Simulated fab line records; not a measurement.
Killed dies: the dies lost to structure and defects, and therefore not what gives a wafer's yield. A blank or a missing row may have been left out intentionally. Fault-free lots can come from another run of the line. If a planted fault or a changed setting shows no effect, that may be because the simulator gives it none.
Comparing a struck lot with a sound one :: flow sky130 :: 23 out of 708 route steps
Sound: these wafers, L648.3, L648.4, L648.5. The struck wafers were L651.2, L651.4, L651.5. The cause comes at the end.
At each step with rows: each side's tool, then ch and its chambers, then its first start. Under that, the readings that differ: sound wafers :: struck wafers :: difference of the means :: sigmas: that difference in standard deviations of wafers without a fault.
alike: a reading whose means differ by less than 2 such deviations, as well as words and numbers matching on both sides. not compared: withheld readings; readings where some wafer has no value; bounds like >300 that might hide an equal value; numbers whose values overlap and for which the record gives no deviation.
A row with sigmas, a row that says differs or no value, or rows on one side alone: a step with any of these is where the two part. When numbers do not overlap yet have no deviation, they are printed without sigmas and do not part them. A reading that every wafer of one side lacks parts them only if that side has two wafers or more.

first, 4 steps without rows for these wafers: SKY_VT_ADJUST_PCH_SOFTBAKE_03; SKY_VT_ADJUST_PCH_EXPOSE_04 (exposes mask NWM, target cd 840 nm); SKY_VT_ADJUST_PCH_PEB_05; SKY_VT_ADJUST_PCH_DEVELOP_06 (develop time 60 s).
SKY_VT_ADJUST_PCH_OVL_MEAS_07:
  sound: overlay-01 at day 13 13:10; struck: overlay-01 at day 14 12:23
  alike: VT_ADJUST_PCH_OVL
next, for these wafers, 1 step has no rows: SKY_VT_ADJUST_PCH_IMPLANT_08.
SKY_VT_ADJUST_PCH_STRIP_09: strips in O2/N2.
  sound on plasmaAsher-02 ch 0,1, day 13 13:23; struck on plasmaAsher-02 ch 0,1, day 14 12:34
  alike: chamberPressureMTorr, drypumpMotorCurrentA, oesProductAu, stripTimeToEndpointS
  not compared: rfHoursCounterH
SKY_VT_ADJUST_PCH_TW_MEAS_10:
  sound: filmMetro-01 at day 13 13:28; struck: filmMetro-01 at day 14 12:40
  alike: VT_ADJUST_PCH_TW
then, 4 steps without rows for these wafers: SKY_SONOS_TUNNEL_DEHYDRATE_00 (time 60 s); SKY_SONOS_TUNNEL_HMDS_01 (prime time 60 s); SKY_SONOS_TUNNEL_COAT_02 (resist thk 1140 nm); SKY_SONOS_TUNNEL_SOFTBAKE_03 (time 60 s).
SKY_SONOS_TUNNEL_EXPOSE_04: exposes mask TUNM, target cd 410 nm.
  sound on ilineStepper-02 ch 0, day 14 02:34; struck on ilineStepper-02 ch 0, day 15 01:55
reading: mask
sound: TUNM#0 TUNM#0 TUNM#0
struck: NWM#0 NWM#0 NWM#0
difference: differs
sigmas: 
then, 2 steps without rows for these wafers: SKY_SONOS_TUNNEL_PEB_05; SKY_SONOS_TUNNEL_DEVELOP_06 (develop time 60 s).
SKY_SONOS_TUNNEL_CD_MEAS_07 targets a cd of 410 nm.
  sound: cdSem-01 at day 14 15:40; struck: cdSem-02 at day 15 16:00
reading: cdNm (nm)
sound: 409.0 408.5 410.6
struck: - - -
difference: no value on the struck wafers
sigmas: 
SKY_SONOS_TUNNEL_OVL_MEAS_08:
  sound: overlay-02 at day 14 15:46; struck: overlay-01 at day 15 16:07
reading: SONOS_TUNNEL_OVL (nm)
sound: -0.8 -0.6 -0.6
struck: - - -
difference: no value on the struck wafers
sigmas: 
then, 3 steps without rows for these wafers: SKY_SONOS_TUNNEL_IMPLANT_09; SKY_SONOS_TUNNEL_WET_ETCH_10 (etches SiO2 in dHF, target depth 14 nm, time 280 s); SKY_SONOS_TUNNEL_STRIP_11 (strips in SPM, time 600 s).
SKY_SONOS_TUNNEL_TW_MEAS_12:
  sound: filmMetro-04 at day 14 16:13; struck: filmMetro-01 at day 15 16:35
reading: SONOS_TUNNEL_TW
sound: 197.4 195.9 195.3
struck: 29.7 29.8 29.7
difference: -166.5
sigmas: -99 or more
then, 1 step without rows for these wafers: SKY_SONOS_TUNNEL_CLEAN_13 (cleans in dHF, time 20 s).
-- a jump in the record: the struck wafers' starts before and after are 33 days apart (it breaks off in module SONOS_TUNNEL and resumes in module PAD_OPEN, where the first step shown is number 708 of the route) --
SKY_PAD_OPEN_PROBE_99:
  sound: prober-01 at day 48 10:32; struck: prober-02 at day 49 03:59
reading: killedAtFrontEnd
sound: 14 13 8
struck: 425 424 418
difference: +411
sigmas: +93

reading: killedDies
sound: 86 87 82
struck: 492 492 492
difference: +407
sigmas: +41

reading: killedOnRim
sound: 19 14 21
struck: 96 96 96
difference: +78
sigmas: +21
  alike: killed_at_M0_to_M3, killed_at_M4_up, killedAtContacts, killedAtOther, killedOpen, killedShort

== WHERE THEY PART ==
At SKY_SONOS_TUNNEL_EXPOSE_04 first; at SKY_PAD_OPEN_PROBE_99 last (within this record only).

WHY: the cause the simulator had injected
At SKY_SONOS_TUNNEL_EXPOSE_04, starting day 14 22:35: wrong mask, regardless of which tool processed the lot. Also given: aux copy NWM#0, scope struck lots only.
